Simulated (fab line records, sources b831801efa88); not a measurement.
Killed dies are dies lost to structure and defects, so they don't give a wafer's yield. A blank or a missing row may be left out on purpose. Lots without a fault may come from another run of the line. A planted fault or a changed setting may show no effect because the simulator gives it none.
fab line records | flow sky130
record lots=5 wafers=15 last_day=50
route steps=708 shown PWDE@52 NWELL@56 VT_ADJUST_HVTP@85 VT_ADJUST_LVTN@97
lots that met no fault: from a run of the same line without faults
start_h: hours from the record's first day to the start of the lot's first wafer shown | wait_h: hours since the lot's step before | " the same as in the row above | L1.1+2: a row that stands for several wafers | - no value, or no start given | * or withheld: withheld | < > ~ a bound
route shown NAME@n: a module of which the file shows steps, and the number in the route of the first | usual: mean/standard deviation of fault-free wafers | same: alike in all rows | chamber/n: place in a boat | sites: the reading at each site | _std_site: their standard deviation | _edge_site: outer sites' mean less inner sites' | radius_mm: how far each site lies from the wafer's centre | mask NAME#n: copy n | behind: the tool/chamber that last shaped the wafer | hold: why the lot was held/for how many hours/how that ended | device: the transistor (n, p or np) that didn't switch | end of line: the same wafers' tests at the end of the route | a step without rows: its recipe alone | killed: dies lost to structure and defects at the first sort, not the wafer's yield | map: a wafer's dies, x killed, . not, _ none there
set.NAME: the setting as run; set.NAME@STEP: as run at that earlier step | model.NAME: the simulator's own value behind a step, which no gauge read
lots at some steps of the route; a table a step, a row a wafer
services: from which hour (start_h, from the record's first day; less than 0 if before it) a tool's chamber was out of use, for how many hours, and why
## steps
# step SKY_PWDE_OVL_MEAS_07
# usual PWDE_OVL=-1.5/1.4
# columns lot.wafer tool chamber start_h wait_h PWDE_OVL[nm]
L078.1 overlay-02 - 86.04 - -0.7
L078.3 " - " " -0.9
L078.5 " - " " -0.9
L084.2 overlay-01 - 134.48 - -2.5
L084.4 " - " " -1.0
L084.6 " - " " -5.6
L089.1 overlay-02 - 156.26 - -0.3
L089.5 " - " " -1.2
L089.6 " - " " -2.1
L090.3 overlay-02 - 164.29 - -4.1
L090.4 " - " " -1.5
L090.6 " - " " -3.4
L097.1 overlay-02 - 199.78 - -1.2
L097.3 " - " " -0.6
L097.5 " - " " -3.5
# step SKY_PWDE_IMPLANT_08
# recipe species=B energy_kev=150 dose_cm2=3.6e+12 tilt_deg=withheld
# columns lot.wafer tool chamber start_h wait_h
L078.1+3+5 implanter-04 0 86.08 0.0
L084.2+4+6 implanter-04 0 134.54 0.0
L089.1+5+6 implanter-04 0 156.29 0.0
L090.3+4+6 implanter-04 0 164.36 0.1
L097.1+3+5 implanter-04 0 199.81 0.0
# step SKY_PWDE_STRIP_09
# recipe chemistry=O2/N2 power_w=1400 pressure_mtorr=1500 platen_temp_c=withheld o2_flow_sccm=3000 n2_flow_sccm=300 overash_fraction=0.5
# usual drypump_motor_current_A=5.6/0.31 oes_product_au=0.723/0.0046 strip_time_to_endpoint_s=36.95/0.12
# columns lot.wafer tool chamber start_h wait_h drypump_motor_current_A oes_product_au rf_hours_counter_h strip_time_to_endpoint_s
L078.1 plasma_asher-01 1 86.23 0.1 5.8 0.730 40 36.88
L078.3 " 0 " " 5.3 0.711 - 36.83
L078.5 " 0 " " 5.3 0.719 - 37.01
L084.2 plasma_asher-01 1 134.66 0.1 5.8 0.724 46 36.78
L084.4 " 1 " " 5.8 0.725 - 36.79
L084.6 " 0 " " 5.3 0.712 - 36.75
L089.1 plasma_asher-03 1 156.44 0.1 5.2 0.723 35 37.09
L089.5 " 1 " " 5.2 0.726 - 37.03
L089.6 " 0 " " 5.4 0.723 - 37.08
L090.3 plasma_asher-01 1 164.50 0.1 5.8 0.719 - 36.91
L090.4 " 0 " " 5.3 0.720 - 36.82
L090.6 " 0 " " 5.3 0.716 - 36.82
L097.1 plasma_asher-03 0 199.96 0.1 5.4 0.721 39 36.81
L097.3 " 0 " " 5.4 0.716 - 36.93
L097.5 " 1 " " 5.2 0.721 - 36.83
# step SKY_PWDE_TW_MEAS_10
# usual PWDE_TW=373.8/2.7
# columns lot.wafer tool chamber start_h wait_h PWDE_TW
L078.1 film_metro-01 - 86.33 0.1 376.0
L078.3 " - " " 374.9
L078.5 " - " " 374.9
L084.2 film_metro-04 - 134.77 0.1 373.2
L084.4 " - " " 375.9
L084.6 " - " " 374.3
L089.1 film_metro-04 - 156.54 0.1 370.7
L089.5 " - " " 369.2
L089.6 " - " " 369.7
L090.3 film_metro-01 - 164.58 0.1 375.1
L090.4 " - " " 377.0
L090.6 " - " " 375.5
L097.1 film_metro-04 - 200.06 0.1 375.4
L097.3 " - " " 376.0
L097.5 " - " " 375.0
# step SKY_NWELL_DEHYDRATE_03
# recipe temp_c=200 time_s=60
# columns lot.wafer tool chamber start_h wait_h
L078.1+3+5 litho_track-03 0 93.84 7.5
L084.2+4+6 litho_track-03 0 143.47 8.7
L089.1+5+6 litho_track-03 0 166.19 9.6
L090.3+4+6 litho_track-03 0 173.69 9.1
L097.1+3+5 litho_track-02 0 210.22 10.1
# step SKY_NWELL_HMDS_04
# recipe prime_time_s=60 prime_temp_c=120
# usual prime_temp_c=119.98/0.16
# same prime_time_s=60
# columns lot.wafer tool chamber start_h wait_h prime_temp_c
L078.1 litho_track-03 0 93.99 0.1 119.66
L078.3 " 0 " " 119.86
L078.5 " 0 " " 119.70
L084.2 litho_track-03 0 143.62 0.1 120.36
L084.4 " 0 " " 120.22
L084.6 " 0 " " 120.26
L089.1 litho_track-03 0 166.34 0.1 120.11
L089.5 " 0 " " 120.15
L089.6 " 0 " " 119.88
L090.3 litho_track-03 0 173.84 0.1 119.81
L090.4 " 0 " " 119.73
L090.6 " 0 " " 119.97
L097.1 litho_track-02 0 210.37 0.1 120.14
L097.3 " 0 " " 120.16
L097.5 " 0 " " 119.75
# step SKY_NWELL_COAT_05
# recipe spin_rpm=2000 resist_thk_nm=3000
# columns lot.wafer tool chamber start_h wait_h
L078.1+3+5 litho_track-03 0 94.14 0.1
L084.2+4+6 litho_track-03 0 143.77 0.1
L089.1+5+6 litho_track-03 0 166.49 0.1
L090.3+4+6 litho_track-03 0 173.99 0.1
L097.1+3+5 litho_track-02 0 210.52 0.1
# step SKY_NWELL_SOFTBAKE_06
# recipe temp_c=110 time_s=withheld
# columns lot.wafer tool chamber start_h wait_h
L078.1+3+5 litho_track-03 0 94.29 0.1
L084.2+4+6 litho_track-03 0 143.92 0.1
L089.1+5+6 litho_track-03 0 166.64 0.1
L090.3+4+6 litho_track-03 0 174.16 0.1
L097.1+3+5 litho_track-02 0 210.67 0.1
# step SKY_NWELL_EXPOSE_07
# recipe mask_id=NWM na=0.6 source_shape=conventional sigma_outer=0.6 polarization=unpolarized target_cd_nm=840 dose_mj=255
# same na=0.6
# columns lot.wafer tool chamber start_h wait_h mask
L078.1+3+5 iline_stepper-01 0 - - NWM#0
L084.2+4+6 iline_stepper-02 0 - - NWM#0
L089.1+5+6 iline_stepper-02 0 - - NWM#0
L090.3+4+6 iline_stepper-01 0 - - NWM#0
L097.1+3+5 iline_stepper-01 0 - - NWM#0
# step SKY_NWELL_PEB_08
# recipe temp_c=115 time_s=withheld
# columns lot.wafer tool chamber start_h wait_h
L078.1+3+5 litho_track-01 0 - -
L084.2+4+6 litho_track-02 0 - -
L089.1+5+6 litho_track-02 0 - -
L090.3+4+6 litho_track-02 0 - -
L097.1+3+5 litho_track-01 0 - -
# step SKY_NWELL_DEVELOP_09
# recipe wall_angle_deg=90 developer=TMAH develop_time_s=60 dev_temp_c=23
# same develop_time_s=60
# columns lot.wafer tool chamber start_h wait_h
L078.1+3+5 litho_track-01 0 - -
L084.2+4+6 litho_track-02 0 - -
L089.1+5+6 litho_track-02 0 - -
L090.3+4+6 litho_track-02 0 - -
L097.1+3+5 litho_track-01 0 - -
# step SKY_NWELL_OVL_MEAS_10
# usual NWELL_00_OVL=-1.2/1.3
# columns lot.wafer tool chamber start_h wait_h NWELL_00_OVL[nm]
L078.1 overlay-01 - 103.01 - 0.3
L078.3 " - " " -0.8
L078.5 " - " " 0.5
L084.2 overlay-01 - 154.02 - -2.9
L084.4 " - " " -3.7
L084.6 " - " " -2.8
L089.1 overlay-01 - 176.97 - -1.5
L089.5 " - " " -1.6
L089.6 " - " " -1.8
L090.3 overlay-02 - 184.23 - -0.2
L090.4 " - " " -0.5
L090.6 " - " " -0.7
L097.1 overlay-01 - 220.81 - -2.6
L097.3 " - " " -1.9
L097.5 " - " " -1.6
# step SKY_NWELL_IMPLANT_11
# recipe species=P energy_kev=400 dose_cm2=1.9e+13 tilt_deg=withheld
# columns lot.wafer tool chamber start_h wait_h
L078.1+3+5 implanter-01 0 103.04 0.0
L084.2+4+6 implanter-04 0 154.08 0.0
L089.1+5+6 implanter-04 0 177.00 0.0
L090.3+4+6 implanter-01 0 184.30 0.1
L097.1+3+5 implanter-04 0 220.84 0.0
# step SKY_NWELL_IMPLANT_12
# recipe species=P energy_kev=120 dose_cm2=1.3e+12 tilt_deg=withheld
# columns lot.wafer tool chamber start_h wait_h
L078.1+3+5 implanter-01 0 103.19 0.1
L084.2+4+6 implanter-04 0 154.23 0.1
L089.1+5+6 implanter-04 0 177.15 0.1
L090.3+4+6 implanter-01 0 184.45 0.1
L097.1+3+5 implanter-04 0 220.99 0.1
# step SKY_NWELL_IMPLANT_13
# recipe species=P energy_kev=50 dose_cm2=7e+11 tilt_deg=withheld
# columns lot.wafer tool chamber start_h wait_h
L078.1+3+5 implanter-01 0 103.34 0.1
L084.2+4+6 implanter-04 0 154.38 0.1
L089.1+5+6 implanter-04 0 177.30 0.1
L090.3+4+6 implanter-01 0 184.60 0.1
L097.1+3+5 implanter-04 0 221.14 0.1
# step SKY_NWELL_STRIP_14
# recipe chemistry=O2/N2 power_w=1400 pressure_mtorr=1500 platen_temp_c=withheld o2_flow_sccm=3000 n2_flow_sccm=300 overash_fraction=0.5
# usual drypump_motor_current_A=5.67/0.28 oes_product_au=0.722/0.0043 strip_time_to_endpoint_s=36.95/0.094
# columns lot.wafer tool chamber start_h wait_h drypump_motor_current_A oes_product_au rf_hours_counter_h strip_time_to_endpoint_s
L078.1 plasma_asher-01 1 103.49 0.1 5.80 0.724 42 36.96
L078.3 " 1 " " 5.81 0.722 - 36.86
L078.5 " 1 " " 5.82 0.723 - 36.96
L084.2 plasma_asher-02 0 154.50 0.1 6.12 0.723 44 37.05
L084.4 " 1 " " 5.33 0.727 - 36.94
L084.6 " 0 " " 6.11 0.719 - 37.01
L089.1 plasma_asher-02 0 177.45 0.1 6.01 0.727 46 36.95
L089.5 " 1 " " 5.36 0.721 - 36.99
L089.6 " 0 " " 6.05 0.722 - 36.96
L090.3 plasma_asher-04 0 184.74 0.1 5.68 0.719 - 37.07
L090.4 " 1 " " 5.87 0.723 - 36.96
L090.6 " 1 " " 5.87 0.724 - 37.04
L097.1 plasma_asher-02 0 221.29 0.1 6.08 0.728 51 36.97
L097.3 " 0 " " 6.10 0.719 - 37.04
L097.5 " 0 " " 6.06 0.717 - 36.93
# step SKY_NWELL_TW_MEAS_15
# usual NWELL_TW=1823/12
# columns lot.wafer tool chamber start_h wait_h NWELL_TW
L078.1 film_metro-04 - 103.59 0.1 1823
L078.3 " - " " 1821
L078.5 " - " " 1812
L084.2 film_metro-04 - 154.61 0.1 1812
L084.4 " - " " 1815
L084.6 " - " " 1807
L089.1 film_metro-04 - 177.55 0.1 1813
L089.5 " - " " 1822
L089.6 " - " " 1812
L090.3 film_metro-04 - 184.82 0.1 1815
L090.4 " - " " 1819
L090.6 " - " " 1809
L097.1 film_metro-01 - 221.39 0.1 1836
L097.3 " - " " 1827
L097.5 " - " " 1828
# step SKY_NWELL_DEHYDRATE_16
# recipe temp_c=200 time_s=60
# columns lot.wafer tool chamber start_h wait_h
L078.1+3+5 litho_track-03 0 111.24 7.6
L084.2+4+6 litho_track-02 0 164.29 9.7
L089.1+5+6 litho_track-02 0 186.82 9.3
L090.3+4+6 litho_track-02 0 194.62 9.8
L097.1+3+5 litho_track-01 0 232.41 11.0
# step SKY_NWELL_HMDS_17
# recipe prime_time_s=60 prime_temp_c=120
# usual prime_temp_c=120.02/0.15
# same prime_time_s=60
# columns lot.wafer tool chamber start_h wait_h prime_temp_c
L078.1 litho_track-03 0 111.39 0.1 120.14
L078.3 " 0 " " 120.36
L078.5 " 0 " " 120.03
L084.2 litho_track-02 0 164.44 0.1 119.89
L084.4 " 0 " " 120.03
L084.6 " 0 " " 119.63
L089.1 litho_track-02 0 186.97 0.1 120.09
L089.5 " 0 " " 120.12
L089.6 " 0 " " 119.98
L090.3 litho_track-02 0 194.77 0.1 120.14
L090.4 " 0 " " 120.09
L090.6 " 0 " " 120.04
L097.1 litho_track-01 0 232.56 0.1 120.27
L097.3 " 0 " " 120.13
L097.5 " 0 " " 120.15
# step SKY_NWELL_COAT_18
# recipe spin_rpm=2000 resist_thk_nm=3000
# columns lot.wafer tool chamber start_h wait_h
L078.1+3+5 litho_track-03 0 111.54 0.1
L084.2+4+6 litho_track-02 0 164.59 0.1
L089.1+5+6 litho_track-02 0 187.12 0.1
L090.3+4+6 litho_track-02 0 194.92 0.1
L097.1+3+5 litho_track-01 0 232.71 0.1
# step SKY_NWELL_SOFTBAKE_19
# recipe temp_c=110 time_s=withheld
# columns lot.wafer tool chamber start_h wait_h
L078.1+3+5 litho_track-03 0 111.69 0.1
L084.2+4+6 litho_track-02 0 164.75 0.1
L089.1+5+6 litho_track-02 0 187.27 0.1
L090.3+4+6 litho_track-02 0 195.08 0.1
L097.1+3+5 litho_track-01 0 232.86 0.1
# step SKY_NWELL_EXPOSE_20
# recipe mask_id=NWM_COMPLEMENT na=0.6 source_shape=conventional sigma_outer=0.6 polarization=unpolarized target_cd_nm=840 dose_mj=260
# same na=0.6
# columns lot.wafer tool chamber start_h wait_h mask
L078.1+3+5 iline_stepper-02 0 - - NWM_COMPLEMENT#0
L084.2+4+6 iline_stepper-01 0 - - NWM_COMPLEMENT#0
L089.1+5+6 iline_stepper-01 0 - - NWM_COMPLEMENT#0
L090.3+4+6 iline_stepper-01 0 - - NWM_COMPLEMENT#0
L097.1+3+5 iline_stepper-02 0 - - NWM_COMPLEMENT#0
# step SKY_NWELL_PEB_21
# recipe temp_c=115 time_s=withheld
# columns lot.wafer tool chamber start_h wait_h
L078.1+3+5 litho_track-03 0 - -
L084.2+4+6 litho_track-02 0 - -
L089.1+5+6 litho_track-01 0 - -
L090.3+4+6 litho_track-01 0 - -
L097.1+3+5 litho_track-02 0 - -
# step SKY_NWELL_DEVELOP_22
# recipe wall_angle_deg=90 developer=TMAH develop_time_s=60 dev_temp_c=23
# same develop_time_s=60
# columns lot.wafer tool chamber start_h wait_h
L078.1+3+5 litho_track-03 0 - -
L084.2+4+6 litho_track-02 0 - -
L089.1+5+6 litho_track-01 0 - -
L090.3+4+6 litho_track-01 0 - -
L097.1+3+5 litho_track-02 0 - -
# step SKY_NWELL_OVL_MEAS_23
# usual NWELL_01_OVL=-0.9/1.2
# columns lot.wafer tool chamber start_h wait_h NWELL_01_OVL[nm]
L078.1 overlay-01 - 121.24 - 1.9
L078.3 " - " " 0.1
L078.5 " - " " 0.2
L084.2 overlay-02 - 174.07 - 0.5
L084.4 " - " " 0.2
L084.6 " - " " 0.9
L089.1 overlay-01 - 197.86 - -0.8
L089.5 " - " " -0.9
L089.6 " - " " 0.2
L090.3 overlay-02 - 206.37 - -2.8
L090.4 " - " " -0.4
L090.6 " - " " -0.2
L097.1 overlay-01 - 243.87 - -3.7
L097.3 " - " " -2.3
L097.5 " - " " -2.3
# step SKY_NWELL_IMPLANT_24
# recipe species=B energy_kev=140 dose_cm2=9.2e+12 tilt_deg=withheld
# columns lot.wafer tool chamber start_h wait_h
L078.1+3+5 implanter-02 0 121.28 0.0
L084.2+4+6 implanter-04 0 174.13 0.0
L089.1+5+6 implanter-02 0 197.89 0.0
L090.3+4+6 implanter-04 0 206.44 0.1
L097.1+3+5 implanter-01 0 243.90 0.0
# step SKY_NWELL_STRIP_25
# recipe chemistry=O2/N2 power_w=1400 pressure_mtorr=1500 platen_temp_c=withheld o2_flow_sccm=3000 n2_flow_sccm=300 overash_fraction=0.5
# usual drypump_motor_current_A=5.69/0.29 oes_product_au=0.723/0.0047 strip_time_to_endpoint_s=36.94/0.084
# columns lot.wafer tool chamber start_h wait_h drypump_motor_current_A oes_product_au rf_hours_counter_h strip_time_to_endpoint_s
L078.1 plasma_asher-02 1 121.43 0.1 5.35 0.729 41 37.09
L078.3 " 0 " " 6.03 0.723 - 37.15
L078.5 " 0 " " 6.04 0.716 - 36.94
L084.2 plasma_asher-01 1 174.25 0.1 5.83 0.727 50 36.79
L084.4 " 0 " " 5.34 0.718 - 36.77
L084.6 " 0 " " 5.36 0.727 - 36.91
L089.1 plasma_asher-04 1 198.04 0.1 5.87 0.718 8 36.89
L089.5 " 0 " " 5.68 0.715 - 36.92
L089.6 " 1 " " 5.87 0.715 - 36.98
L090.3 plasma_asher-02 0 206.57 0.1 6.05 0.730 - 36.95
L090.4 " 1 " " 5.35 0.722 - 37.00
L090.6 " 0 " " 6.11 0.727 - 36.93
L097.1 plasma_asher-01 1 244.05 0.1 5.81 0.720 56 36.90
L097.3 " 0 " " 5.36 0.722 - 36.91
L097.5 " 1 " " 5.81 0.718 - 36.92
# step SKY_NWELL_TW_MEAS_26
# usual NWELL_2_TW=496/3
# columns lot.wafer tool chamber start_h wait_h NWELL_2_TW
L078.1 film_metro-04 - 121.53 0.1 492
L078.3 " - " " 493
L078.5 " - " " 493
L084.2 film_metro-04 - 174.36 0.1 495
L084.4 " - " " 493
L084.6 " - " " 496
L089.1 film_metro-03 - 198.14 0.1 499
L089.5 " - " " 497
L089.6 " - " " 496
L090.3 film_metro-04 - 206.66 0.1 497
L090.4 " - " " 495
L090.6 " - " " 495
L097.1 film_metro-04 - 244.15 0.1 494
L097.3 " - " " 499
L097.5 " - " " 497
# step SKY_NWELL_CLEAN_27
# recipe chemistry=SC1/SC2 mix=1:4:20 temp_c=70 time_s=150 dry=n2_spin
# columns lot.wafer tool chamber start_h wait_h
L078.1+3+5 wet_bench-02 0 121.59 0.1
L084.2+4+6 wet_bench-01 0 174.41 0.0
L089.1+5+6 wet_bench-01 1 198.20 0.1
L090.3+4+6 wet_bench-03 2 206.70 0.0
L097.1+3+5 wet_bench-01 3 244.21 0.1
# step SKY_NWELL_RTA_28
# recipe temp_c=1050 time_s=30 idle_temp_c=650 ramp_up_c_per_s=150 ramp_down_c_per_s=90 ambient=N2
# usual lamp_power_pct=25.30/0.06 wafer_temp_C_max=1054.8/0.88
# columns lot.wafer tool chamber start_h wait_h lamp_power_pct wafer_temp_C_max
L078.1 rtp_anneal-02 0 121.64 0.0 25.41 1054.5
L078.3 " 0 " " 25.35 1054.6
L078.5 " 0 " " 25.35 1054.9
L084.2 rtp_anneal-01 0 174.48 0.0 25.24 1055.3
L084.4 " 0 " " 25.14 1055.2
L084.6 " 0 " " 25.33 1053.2
L089.1 rtp_anneal-02 0 198.25 0.0 25.36 1055.9
L089.5 " 0 " " 25.28 1056.1
L089.6 " 0 " " 25.37 1054.4
L090.3 rtp_anneal-02 0 206.82 0.1 25.22 1055.1
L090.4 " 0 " " 25.36 1053.9
L090.6 " 0 " " 25.33 1054.2
L097.1 rtp_anneal-01 0 244.26 0.0 25.18 1054.3
L097.3 " 0 " " 25.44 1055.8
L097.5 " 0 " " 25.34 1054.1
# step SKY_NWELL_RS_MEAS_29
# recipe thk_meas_gauge=four-point-probe
# usual NWELL_RS=625.3/1.9
# columns lot.wafer tool chamber start_h wait_h NWELL_RS[ohm/sq]
L078.1 film_metro-01 - 121.74 0.1 625.1
L078.3 " - " " 623.8
L078.5 " - " " 624.4
L084.2 film_metro-03 - 174.58 0.1 625.3
L084.4 " - " " 624.4
L084.6 " - " " 625.1
L089.1 film_metro-04 - 198.45 0.2 626.4
L089.5 " - " " 624.3
L089.6 " - " " 625.7
L090.3 film_metro-01 - 206.99 0.1 623.8
L090.4 " - " " 623.6
L090.6 " - " " 624.3
L097.1 film_metro-04 - 244.36 0.1 624.6
L097.3 " - " " 624.9
L097.5 " - " " 623.3
# step SKY_NWELL_RS_MEAS_31
# recipe thk_meas_gauge=four-point-probe
# usual PWDE_RS=5279/16
# columns lot.wafer tool chamber start_h wait_h PWDE_RS[ohm/sq]
L078.1 film_metro-01 - 121.98 0.1 5285
L078.3 " - " " 5292
L078.5 " - " " 5281
L084.2 film_metro-03 - 174.82 0.1 5264
L084.4 " - " " 5279
L084.6 " - " " 5255
L089.1 film_metro-04 - 198.69 0.1 5289
L089.5 " - " " 5271
L089.6 " - " " 5264
L090.3 film_metro-01 - 207.23 0.1 5290
L090.4 " - " " 5266
L090.6 " - " " 5255
L097.1 film_metro-04 - 244.60 0.1 5278
L097.3 " - " " 5272
L097.5 " - " " 5265
# step SKY_VT_ADJUST_HVTP_DEHYDRATE_00
# recipe temp_c=200 time_s=60
# columns lot.wafer tool chamber start_h wait_h
L078.1+3+5 litho_track-02 0 130.37 8.4
L084.2+4+6 litho_track-03 0 184.22 9.4
L089.1+5+6 litho_track-02 0 208.97 10.3
L090.3+4+6 litho_track-02 0 216.72 9.5
L097.1+3+5 litho_track-02 0 255.67 11.0
# step SKY_VT_ADJUST_HVTP_HMDS_01
# recipe prime_time_s=60 prime_temp_c=120
# usual prime_temp_c=120.03/0.13
# same prime_time_s=60
# columns lot.wafer tool chamber start_h wait_h prime_temp_c
L078.1 litho_track-02 0 130.52 0.1 120.29
L078.3 " 0 " " 120.14
L078.5 " 0 " " 120.22
L084.2 litho_track-03 0 184.37 0.1 120.20
L084.4 " 0 " " 119.98
L084.6 " 0 " " 120.28
L089.1 litho_track-02 0 209.12 0.1 119.93
L089.5 " 0 " " 119.74
L089.6 " 0 " " 120.03
L090.3 litho_track-02 0 216.87 0.1 120.13
L090.4 " 0 " " 120.07
L090.6 " 0 " " 120.19
L097.1 litho_track-02 0 255.82 0.1 119.85
L097.3 " 0 " " 119.94
L097.5 " 0 " " 120.08
# step SKY_VT_ADJUST_HVTP_COAT_02
# recipe resist=NOVOLAK spin_rpm=3000 resist_thk_nm=1140
# columns lot.wafer tool chamber start_h wait_h
L078.1+3+5 litho_track-02 0 130.67 0.1
L084.2+4+6 litho_track-03 0 184.52 0.1
L089.1+5+6 litho_track-02 0 209.27 0.1
L090.3+4+6 litho_track-02 0 217.02 0.1
L097.1+3+5 litho_track-02 0 255.97 0.1
# step SKY_VT_ADJUST_HVTP_SOFTBAKE_03
# recipe temp_c=90 time_s=60 resist=NOVOLAK
# columns lot.wafer tool chamber start_h wait_h
L078.1+3+5 litho_track-02 0 130.82 0.1
L084.2+4+6 litho_track-03 0 184.67 0.1
L089.1+5+6 litho_track-02 0 209.42 0.1
L090.3+4+6 litho_track-02 0 217.17 0.1
L097.1+3+5 litho_track-02 0 256.12 0.1
# step SKY_VT_ADJUST_HVTP_EXPOSE_04
# recipe mask_id=HVTPM na=0.6 source_shape=conventional sigma_outer=0.6 polarization=unpolarized target_cd_nm=380 dose_mj=140
# same na=0.6
# columns lot.wafer tool chamber start_h wait_h mask
L078.1+3+5 iline_stepper-02 0 - - HVTPM#0
L084.2+4+6 iline_stepper-02 0 - - HVTPM#0
L089.1+5+6 iline_stepper-02 0 - - HVTPM#0
L090.3+4+6 iline_stepper-02 0 - - HVTPM#0
L097.1+3+5 iline_stepper-01 0 - - HVTPM#0
# step SKY_VT_ADJUST_HVTP_PEB_05
# recipe temp_c=withheld time_s=* resist=NOVOLAK
# columns lot.wafer tool chamber start_h wait_h
L078.1+3+5 litho_track-03 0 - -
L084.2+4+6 litho_track-04 0 - -
L089.1+5+6 litho_track-02 0 - -
L090.3+4+6 litho_track-02 0 - -
L097.1+3+5 litho_track-02 0 - -
# step SKY_VT_ADJUST_HVTP_DEVELOP_06
# recipe resist=NOVOLAK developer=TMAH develop_time_s=60 dev_temp_c=23
# same develop_time_s=60
# columns lot.wafer tool chamber start_h wait_h
L078.1+3+5 litho_track-03 0 139.69 0.1
L084.2+4+6 litho_track-04 0 195.05 0.1
L089.1+5+6 litho_track-02 0 219.37 0.1
L090.3+4+6 litho_track-02 0 228.47 0.1
L097.1+3+5 litho_track-02 0 267.72 0.1
# step SKY_VT_ADJUST_HVTP_CD_MEAS_07
# recipe target_cd_nm=380
# usual cd_nm=379.7/2.3
# columns lot.wafer tool chamber start_h wait_h cd_nm
L078.1 cd_sem-01 - 139.84 0.1 382.1
L078.3 " - " " 383.3
L078.5 " - " " 381.6
L084.2 cd_sem-02 - 195.20 0.1 381.9
L084.4 " - " " 380.5
L084.6 " - " " 380.9
L089.1 cd_sem-02 - 219.52 0.1 378.2
L089.5 " - " " 377.6
L089.6 " - " " 377.5
L090.3 cd_sem-01 - 228.61 0.1 380.9
L090.4 " - " " 381.1
L090.6 " - " " 381.5
L097.1 cd_sem-01 - 267.87 0.1 379.4
L097.3 " - " " 380.5
L097.5 " - " " 377.8
# step SKY_VT_ADJUST_HVTP_OVL_MEAS_08
# usual VT_ADJUST_HVTP_OVL=-1.5/1.4
# columns lot.wafer tool chamber start_h wait_h VT_ADJUST_HVTP_OVL[nm]
L078.1 overlay-02 - 139.96 0.1 -1.5
L078.3 " - " " -3.5
L078.5 " - " " -1.4
L084.2 overlay-01 - 195.30 0.1 -2.7
L084.4 " - " " -4.5
L084.6 " - " " -2.3
L089.1 overlay-01 - 219.64 0.1 -2.6
L089.5 " - " " -2.4
L089.6 " - " " -1.7
L090.3 overlay-02 - 228.70 0.1 -2.4
L090.4 " - " " -0.6
L090.6 " - " " -1.0
L097.1 overlay-02 - 267.99 0.1 -0.3
L097.3 " - " " -0.1
L097.5 " - " " 0.7
# step SKY_VT_ADJUST_HVTP_IMPLANT_09
# recipe species=As energy_kev=150 dose_cm2=4.3e+12 tilt_deg=withheld
# columns lot.wafer tool chamber start_h wait_h
L078.1+3+5 implanter-01 0 140.00 0.0
L084.2+4+6 implanter-01 0 195.36 0.0
L089.1+5+6 implanter-01 0 219.67 0.0
L090.3+4+6 implanter-01 0 228.77 0.1
L097.1+3+5 implanter-01 0 268.02 0.0
# step SKY_VT_ADJUST_HVTP_STRIP_10
# recipe chemistry=O2/N2 power_w=1400 pressure_mtorr=1500 platen_temp_c=withheld o2_flow_sccm=3000 n2_flow_sccm=300 overash_fraction=0.5
# usual drypump_motor_current_A=5.55/0.26 oes_product_au=0.716/0.0046 strip_time_to_endpoint_s=14.19/0.043
# columns lot.wafer tool chamber start_h wait_h drypump_motor_current_A oes_product_au rf_hours_counter_h strip_time_to_endpoint_s
L078.1 plasma_asher-01 1 140.15 0.1 5.81 0.719 46 14.20
L078.3 " 1 " " 5.83 0.713 - 14.19
L078.5 " 1 " " 5.83 0.714 - 14.20
L084.2 plasma_asher-04 0 195.48 0.1 5.70 0.716 8 14.24
L084.4 " 0 " " 5.68 0.718 - 14.30
L084.6 " 0 " " 5.70 0.718 - 14.25
L089.1 plasma_asher-01 0 219.82 0.1 5.32 0.718 54 14.15
L089.5 " 1 " " 5.81 0.720 - 14.20
L089.6 " 0 " " 5.31 0.724 - 14.14
L090.3 plasma_asher-01 1 228.91 0.1 5.86 0.713 - 14.22
L090.4 " 0 " " 5.34 0.717 - 14.21
L090.6 " 1 " " 5.84 0.715 - 14.18
L097.1 plasma_asher-03 1 268.17 0.1 5.21 0.713 45 14.16
L097.3 " 1 " " 5.16 0.716 - 14.13
L097.5 " 1 " " 5.22 0.719 - 14.14
# step SKY_VT_ADJUST_HVTP_TW_MEAS_11
# usual VT_ADJUST_HVTP_TW=1350/6.2
# columns lot.wafer tool chamber start_h wait_h VT_ADJUST_HVTP_TW
L078.1 film_metro-04 - 140.25 0.1 1350
L078.3 " - " " 1346
L078.5 " - " " 1352
L084.2 film_metro-04 - 195.59 0.1 1353
L084.4 " - " " 1357
L084.6 " - " " 1353
L089.1 film_metro-04 - 219.92 0.1 1346
L089.5 " - " " 1349
L089.6 " - " " 1345
L090.3 film_metro-04 - 228.99 0.1 1349
L090.4 " - " " 1350
L090.6 " - " " 1356
L097.1 film_metro-04 - 268.27 0.1 1358
L097.3 " - " " 1358
L097.5 " - " " 1353
# step SKY_VT_ADJUST_LVTN_DEHYDRATE_00
# recipe temp_c=200 time_s=60
# columns lot.wafer tool chamber start_h wait_h
L078.1+3+5 litho_track-04 0 149.63 9.4
L084.2+4+6 litho_track-04 0 205.45 9.8
L089.1+5+6 litho_track-01 0 230.81 10.9
L090.3+4+6 litho_track-01 0 240.15 11.2
L097.1+3+5 litho_track-04 0 279.23 10.9
# step SKY_VT_ADJUST_LVTN_HMDS_01
# recipe prime_time_s=60 prime_temp_c=120
# usual prime_temp_c=119.97/0.13
# same prime_time_s=60
# columns lot.wafer tool chamber start_h wait_h prime_temp_c
L078.1 litho_track-04 0 149.78 0.1 120.27
L078.3 " 0 " " 119.90
L078.5 " 0 " " 120.17
L084.2 litho_track-04 0 205.60 0.1 120.17
L084.4 " 0 " " 120.23
L084.6 " 0 " " 120.02
L089.1 litho_track-01 0 230.96 0.1 119.97
L089.5 " 0 " " 119.98
L089.6 " 0 " " 120.15
L090.3 litho_track-01 0 240.30 0.1 119.76
L090.4 " 0 " " 119.78
L090.6 " 0 " " 119.91
L097.1 litho_track-04 0 279.38 0.1 120.22
L097.3 " 0 " " 120.10
L097.5 " 0 " " 120.07
## services
# columns tool chamber start_h hours kind
plasma_asher-04 - 75.52 1.9 repair
iline_stepper-01 - 92.33 1.7 pm
plasma_asher-04 - 108.75 9.0 pm
plasma_asher-02 - 109.30 1.4 repair
implanter-04 - 112.08 19.5 pm
plasma_asher-03 - 116.08 3.6 repair
plasma_asher-03 - 135.07 4.3 repair
plasma_asher-02 - 155.98 1.5 repair
plasma_asher-03 - 190.02 7.8 repair
plasma_asher-03 - 198.12 1.5 repair
plasma_asher-01 - 204.45 7.6 repair
iline_stepper-02 - 205.67 1.7 pm
plasma_asher-03 - 208.38 2.8 pm
plasma_asher-03 - 211.58 2.3 repair
plasma_asher-03 - 217.37 2.9 repair
iline_stepper-01 - 219.81 11.2 repair
plasma_asher-04 - 241.08 2.8 pm
plasma_asher-04 - 244.00 10.5 repair
iline_stepper-01 - 250.35 2.1 pm
iline_stepper-02 - 259.53 2.1 pm
wet_bench-01 - 261.73 8.4 repair
iline_stepper-02 - 272.39 8.9 pm
plasma_asher-01 - 278.87 9.4 repair
implanter-04 - 279.34 3.7 pm
## key
fault none
